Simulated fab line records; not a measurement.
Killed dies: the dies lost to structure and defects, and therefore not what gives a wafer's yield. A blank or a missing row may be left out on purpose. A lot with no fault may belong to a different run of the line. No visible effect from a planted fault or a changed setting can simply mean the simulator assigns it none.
fab line records + flow gf180mcu + part 2 of 2: steps 29 to 39 of 39
record:
- lots: 5
- wafers: 15
- last_day: 32
route steps=602 shown STI@20 DNWELL@32 NWELL@42 LVPWELL@54
lots that met no fault: taken from a fault-free run of the same line
start_h: start of the lot's first displayed wafer, in hours after the record's first day + wait_h: hours elapsed since this lot's preceding step + " repeats the value in the row above + L1.1+2: a row that stands for several wafers + - no value, or no start was given + * or withheld: withheld + < > ~ a bound
route shown NAME@n: names a module that has steps shown in the file, with the first one's number in the route + usual: mean and standard deviation over wafers with no fault + same: alike in all rows + chamber/n: place in a boat + sites: the reading at each site + _std_site: their standard deviation + _edge_site: inner sites' mean taken away from outer sites' mean + radius_mm: how far each site lies from the wafer's centre + mask NAME#n: copy n + behind: the tool/chamber that last shaped the wafer + hold: reason for holding the lot/hours on hold/outcome of the hold + device: the n, p or np transistor that did not switch + end of line: the tests these same wafers got at the end of their route + step lacking rows: just its recipe + killed: the dies lost at the first sort to structure and to defects; this is not the yield of the wafer + map: a wafer's dies, x killed, . not, _ none there
set.NAME: the run value of the setting; set.NAME@STEP: its run value at that earlier step + model.NAME: the simulator's own value behind a step, which no gauge read
lots seen at some steps along the route; tables by step, rows by wafer
services: a tool's chamber out of use, with start hour (start_h, from the record's first day; less than 0 if before it), hours out, and reason
== steps ==
step: GF_NWELL_DEVELOP_06
recipe:
- wall_angle_deg: 90
- develop_time_s: 60
- dev_temp_c: 23
usual:
- resist_line_temp_C: 23.00/0.094
| lot.wafer | tool           | chamber | start_h | wait_h | resist_line_temp_C |
|-----------|----------------|---------|---------|--------|--------------------|
| L075.2    | litho_track-01 | 0       | -       | -      | 23.11              |
| L075.4    | "              | 0       | "       | "      | 23.01              |
| L075.5    | "              | 0       | "       | "      | 23.15              |
| L080.1    | litho_track-03 | 0       | -       | -      | 22.85              |
| L080.3    | "              | 0       | "       | "      | 23.08              |
| L080.5    | "              | 0       | "       | "      | 23.01              |
| L084.2    | litho_track-03 | 0       | -       | -      | 23.14              |
| L084.5    | "              | 0       | "       | "      | 23.07              |
| L084.6    | "              | 0       | "       | "      | 22.97              |
| L086.2    | litho_track-03 | 0       | -       | -      | 23.04              |
| L086.5    | "              | 0       | "       | "      | 22.95              |
| L086.6    | "              | 0       | "       | "      | 23.01              |
| L087.2    | litho_track-01 | 0       | -       | -      | 23.15              |
| L087.4    | "              | 0       | "       | "      | 22.92              |
| L087.6    | "              | 0       | "       | "      | 23.17              |
step: GF_NWELL_OVL_MEAS_07
usual:
- NWELL_OVL: -0.1/1.6
| lot.wafer | tool       | chamber | start_h | wait_h | NWELL_OVL[nm] |
|-----------|------------|---------|---------|--------|---------------|
| L075.2    | overlay-01 | -       | 61.38   | -      | -2.5          |
| L075.4    | "          | -       | "       | "      | -1.6          |
| L075.5    | "          | -       | "       | "      | -2.1          |
| L080.1    | overlay-02 | -       | 89.28   | -      | -0.7          |
| L080.3    | "          | -       | "       | "      | 0.8           |
| L080.5    | "          | -       | "       | "      | 1.1           |
| L084.2    | overlay-02 | -       | 113.68  | -      | -2.5          |
| L084.5    | "          | -       | "       | "      | 0.1           |
| L084.6    | "          | -       | "       | "      | -2.8          |
| L086.2    | overlay-02 | -       | 122.78  | -      | 0.2           |
| L086.5    | "          | -       | "       | "      | 0.3           |
| L086.6    | "          | -       | "       | "      | -0.5          |
| L087.2    | overlay-01 | -       | 132.53  | -      | 1.5           |
| L087.4    | "          | -       | "       | "      | 2.9           |
| L087.6    | "          | -       | "       | "      | -0.4          |
step: GF_NWELL_IMPLANT_08
recipe:
- species: P
- energy_kev: 450
- dose_cm2: 1.5e+13
- tilt_deg: 0
| lot.wafer  | tool         | chamber | start_h | wait_h |
|------------|--------------|---------|---------|--------|
| L075.2+4+5 | implanter-02 | 0       | 61.43   | 0.0    |
| L080.1+3+5 | implanter-01 | 0       | 89.31   | 0.0    |
| L084.2+5+6 | implanter-01 | 0       | 113.74  | 0.0    |
| L086.2+5+6 | implanter-02 | 0       | 122.84  | 0.0    |
| L087.2+4+6 | implanter-02 | 0       | 132.71  | 0.2    |
step: GF_NWELL_IMPLANT_09
recipe:
- species: P
- energy_kev: 160
- dose_cm2: 4e+12
- tilt_deg: 0
| lot.wafer  | tool         | chamber | start_h | wait_h |
|------------|--------------|---------|---------|--------|
| L075.2+4+5 | implanter-02 | 0       | 61.58   | 0.1    |
| L080.1+3+5 | implanter-01 | 0       | 89.46   | 0.1    |
| L084.2+5+6 | implanter-01 | 0       | 113.89  | 0.1    |
| L086.2+5+6 | implanter-02 | 0       | 122.99  | 0.1    |
| L087.2+4+6 | implanter-02 | 0       | 132.86  | 0.1    |
step: GF_NWELL_STRIP_10
recipe:
- chemistry: O2/N2
- power_w: 1400
- pressure_mtorr: 1500
- platen_temp_c: 250
- o2_flow_sccm: 3000
- n2_flow_sccm: 300
- overash_fraction: 0.5
usual:
- drypump_motor_current_A: 5.9/0.35
- heater_power_w: 325/35
- oes_product_au: 0.723/0.0047
- strip_time_to_endpoint_s: 36.93/0.12
| lot.wafer | tool            | chamber | start_h | wait_h | drypump_motor_current_A | heater_power_w | oes_product_au | rf_hours_counter_h | strip_time_to_endpoint_s |
|-----------|-----------------|---------|---------|--------|-------------------------|----------------|----------------|--------------------|--------------------------|
| L075.2    | plasma_asher-02 | 0       | 61.71   | 0.1    | 5.9                     | 310            | 0.720          | 26                 | 37.02                    |
| L075.4    | "               | 0       | "       | "      | 5.9                     | 312            | 0.719          | -                  | 36.99                    |
| L075.5    | "               | 0       | "       | "      | 5.9                     | 317            | 0.724          | -                  | 36.93                    |
| L080.1    | plasma_asher-04 | 0       | 89.61   | 0.1    | 6.4                     | 293            | 0.725          | 45                 | 36.72                    |
| L080.3    | "               | 1       | "       | "      | 5.7                     | 345            | 0.725          | -                  | 36.79                    |
| L080.5    | "               | 1       | "       | "      | 5.7                     | 340            | 0.724          | -                  | 36.89                    |
| L084.2    | plasma_asher-03 | 1       | 114.01  | 0.1    | 5.7                     | 303            | 0.726          | 50                 | 37.16                    |
| L084.5    | "               | 1       | "       | "      | 5.7                     | 310            | 0.723          | -                  | 37.09                    |
| L084.6    | "               | 0       | "       | "      | 6.3                     | 307            | 0.726          | -                  | 37.04                    |
| L086.2    | plasma_asher-02 | 1       | 123.11  | 0.1    | 5.4                     | 392            | 0.726          | 32                 | 36.99                    |
| L086.5    | "               | 1       | "       | "      | 5.4                     | 386            | 0.722          | -                  | 37.09                    |
| L086.6    | "               | 0       | "       | "      | 5.9                     | 304            | 0.728          | -                  | 37.02                    |
| L087.2    | plasma_asher-03 | 1       | 132.99  | 0.1    | 5.7                     | 295            | 0.722          | 52                 | 37.07                    |
| L087.4    | "               | 0       | "       | "      | 6.3                     | 308            | 0.722          | -                  | 36.99                    |
| L087.6    | "               | 0       | "       | "      | 6.3                     | 314            | 0.724          | -                  | 36.97                    |
step: GF_NWELL_TW_MEAS_11
usual:
- NWELL_TW: 1571/16
| lot.wafer | tool          | chamber | start_h | wait_h | NWELL_TW |
|-----------|---------------|---------|---------|--------|----------|
| L075.2    | film_metro-04 | -       | 61.82   | 0.1    | 1548     |
| L075.4    | "             | -       | "       | "      | 1545     |
| L075.5    | "             | -       | "       | "      | 1547     |
| L080.1    | film_metro-04 | -       | 89.71   | 0.1    | 1556     |
| L080.3    | "             | -       | "       | "      | 1556     |
| L080.5    | "             | -       | "       | "      | 1556     |
| L084.2    | film_metro-01 | -       | 114.12  | 0.1    | 1583     |
| L084.5    | "             | -       | "       | "      | 1571     |
| L084.6    | "             | -       | "       | "      | 1588     |
| L086.2    | film_metro-04 | -       | 123.22  | 0.1    | 1547     |
| L086.5    | "             | -       | "       | "      | 1546     |
| L086.6    | "             | -       | "       | "      | 1546     |
| L087.2    | film_metro-04 | -       | 133.10  | 0.1    | 1545     |
| L087.4    | "             | -       | "       | "      | 1547     |
| L087.6    | "             | -       | "       | "      | 1548     |
step: GF_LVPWELL_DEHYDRATE_00
recipe:
- temp_c: 200
- time_s: 60
usual:
- resist_line_temp_C: 22.99/0.1
| lot.wafer | tool           | chamber | start_h | wait_h | resist_line_temp_C |
|-----------|----------------|---------|---------|--------|--------------------|
| L075.2    | litho_track-03 | 0       | 67.95   | 6.1    | 22.96              |
| L075.4    | "              | 0       | "       | "      | 23.02              |
| L075.5    | "              | 0       | "       | "      | 22.86              |
| L080.1    | litho_track-03 | 0       | 96.73   | 7.0    | 23.04              |
| L080.3    | "              | 0       | "       | "      | 23.04              |
| L080.5    | "              | 0       | "       | "      | 22.86              |
| L084.2    | litho_track-04 | 0       | 121.08  | 7.0    | 23.01              |
| L084.5    | "              | 0       | "       | "      | 22.82              |
| L084.6    | "              | 0       | "       | "      | 22.91              |
| L086.2    | litho_track-01 | 0       | 129.85  | 6.6    | 22.96              |
| L086.5    | "              | 0       | "       | "      | 22.96              |
| L086.6    | "              | 0       | "       | "      | 23.09              |
| L087.2    | litho_track-03 | 0       | 139.50  | 6.4    | 22.76              |
| L087.4    | "              | 0       | "       | "      | 22.92              |
| L087.6    | "              | 0       | "       | "      | 22.98              |
step: GF_LVPWELL_HMDS_01
recipe:
- prime_time_s: 60
- prime_temp_c: 120
usual:
- resist_line_temp_C: 22.99/0.11
same:
- prime_time_s: 60
| lot.wafer | tool           | chamber | start_h | wait_h | resist_line_temp_C |
|-----------|----------------|---------|---------|--------|--------------------|
| L075.2    | litho_track-03 | 0       | 68.10   | 0.1    | 22.86              |
| L075.4    | "              | 0       | "       | "      | 23.02              |
| L075.5    | "              | 0       | "       | "      | 23.03              |
| L080.1    | litho_track-03 | 0       | 96.88   | 0.1    | 22.90              |
| L080.3    | "              | 0       | "       | "      | 22.90              |
| L080.5    | "              | 0       | "       | "      | 23.02              |
| L084.2    | litho_track-04 | 0       | 121.23  | 0.1    | 22.83              |
| L084.5    | "              | 0       | "       | "      | 23.08              |
| L084.6    | "              | 0       | "       | "      | 22.97              |
| L086.2    | litho_track-01 | 0       | 130.00  | 0.1    | 22.94              |
| L086.5    | "              | 0       | "       | "      | 23.14              |
| L086.6    | "              | 0       | "       | "      | 23.09              |
| L087.2    | litho_track-03 | 0       | 139.65  | 0.1    | 22.84              |
| L087.4    | "              | 0       | "       | "      | 22.80              |
| L087.6    | "              | 0       | "       | "      | 22.90              |
step: GF_LVPWELL_COAT_02
recipe:
- spin_rpm: 2000
- resist_thk_nm: 3000
usual:
- resist_line_temp_C: 23.00/0.098
| lot.wafer | tool           | chamber | start_h | wait_h | resist_line_temp_C |
|-----------|----------------|---------|---------|--------|--------------------|
| L075.2    | litho_track-03 | 0       | 68.25   | 0.1    | 22.92              |
| L075.4    | "              | 0       | "       | "      | 22.85              |
| L075.5    | "              | 0       | "       | "      | 22.84              |
| L080.1    | litho_track-03 | 0       | 97.03   | 0.1    | 22.84              |
| L080.3    | "              | 0       | "       | "      | 22.84              |
| L080.5    | "              | 0       | "       | "      | 22.98              |
| L084.2    | litho_track-04 | 0       | 121.38  | 0.1    | 23.04              |
| L084.5    | "              | 0       | "       | "      | 23.12              |
| L084.6    | "              | 0       | "       | "      | 23.08              |
| L086.2    | litho_track-01 | 0       | 130.15  | 0.1    | 23.01              |
| L086.5    | "              | 0       | "       | "      | 23.20              |
| L086.6    | "              | 0       | "       | "      | 22.91              |
| L087.2    | litho_track-03 | 0       | 139.80  | 0.1    | 23.02              |
| L087.4    | "              | 0       | "       | "      | 22.88              |
| L087.6    | "              | 0       | "       | "      | 22.95              |
step: GF_LVPWELL_SOFTBAKE_03
recipe:
- temp_c: 110
- time_s: withheld
usual:
- resist_line_temp_C: 22.99/0.098
| lot.wafer | tool           | chamber | start_h | wait_h | resist_line_temp_C |
|-----------|----------------|---------|---------|--------|--------------------|
| L075.2    | litho_track-03 | 0       | 68.41   | 0.1    | 22.91              |
| L075.4    | "              | 0       | "       | "      | 22.92              |
| L075.5    | "              | 0       | "       | "      | 22.93              |
| L080.1    | litho_track-03 | 0       | 97.18   | 0.1    | 22.95              |
| L080.3    | "              | 0       | "       | "      | 23.07              |
| L080.5    | "              | 0       | "       | "      | 23.02              |
| L084.2    | litho_track-04 | 0       | 121.54  | 0.1    | 23.09              |
| L084.5    | "              | 0       | "       | "      | 23.14              |
| L084.6    | "              | 0       | "       | "      | 23.05              |
| L086.2    | litho_track-01 | 0       | 130.30  | 0.1    | 23.03              |
| L086.5    | "              | 0       | "       | "      | 23.08              |
| L086.6    | "              | 0       | "       | "      | 22.99              |
| L087.2    | litho_track-03 | 0       | 139.96  | 0.1    | 23.06              |
| L087.4    | "              | 0       | "       | "      | 22.84              |
| L087.6    | "              | 0       | "       | "      | 22.78              |
step: GF_LVPWELL_EXPOSE_04
recipe:
- mask_id: LVPWELL
- target_cd_nm: 600
- na: 0.6
- source_shape: conventional
- sigma_outer: 0.6
- dose_mj: 260
| lot.wafer  | tool             | chamber | start_h | wait_h | mask      |
|------------|------------------|---------|---------|--------|-----------|
| L075.2+4+5 | iline_stepper-01 | 0       | -       | -      | LVPWELL#0 |
| L080.1+3+5 | iline_stepper-01 | 0       | -       | -      | LVPWELL#0 |
| L084.2+5+6 | iline_stepper-01 | 0       | -       | -      | LVPWELL#0 |
| L086.2+5+6 | iline_stepper-02 | 0       | -       | -      | LVPWELL#0 |
| L087.2+4+6 | iline_stepper-02 | 0       | -       | -      | LVPWELL#0 |
== services ==
| tool             | chamber | start_h | hours | kind                           |
|------------------|---------|---------|-------|--------------------------------|
| cmp-02           | -       | 8.83    | 1.0   | repair                         |
| furnace-02       | -       | 23.51   | 5.0   | pm                             |
| furnace-02       | -       | 28.52   | 2.9   | pm                             |
| hdpcvd-01        | -       | 32.53   | 6.0   | pm                             |
| iline_stepper-02 | 0       | 38.19   | -     | calibration                    |
| furnace-01       | -       | 40.07   | 3.1   | pm                             |
| implanter-02     | -       | 51.94   | 5.2   | repair                         |
| implanter-01     | -       | 53.12   | 5.5   | repair                         |
| cmp-01           | -       | 55.65   | 7.7   | pm                             |
| cmp-02           | -       | 64.00   | 4.0   | pm                             |
| implanter-02     | -       | 65.06   | 3.0   | repair                         |
| cmp-02           | -       | 68.00   | -     | consumable_replace:conditioner |
| cmp-02           | -       | 68.00   | -     | consumable_replace:pad         |
| implanter-02     | -       | 88.49   | 2.1   | repair                         |
| wet_bench-01     | -       | 90.71   | 2.9   | repair                         |
| iline_stepper-01 | -       | 98.72   | 2.9   | repair                         |
| plasma_asher-04  | -       | 108.75  | 9.0   | pm                             |
| plasma_asher-04  | 0       | 108.75  | 9.0   | vent_cycle                     |
| plasma_asher-04  | 1       | 108.75  | 9.0   | vent_cycle                     |
| iline_stepper-01 | -       | 113.60  | 5.4   | repair                         |
| iline_stepper-02 | -       | 118.99  | 1.7   | pm                             |
| plasma_asher-01  | -       | 119.16  | 3.3   | repair                         |
| iline_stepper-01 | 0       | 126.42  | -     | calibration                    |
| iline_stepper-02 | -       | 133.54  | 0.7   | repair                         |
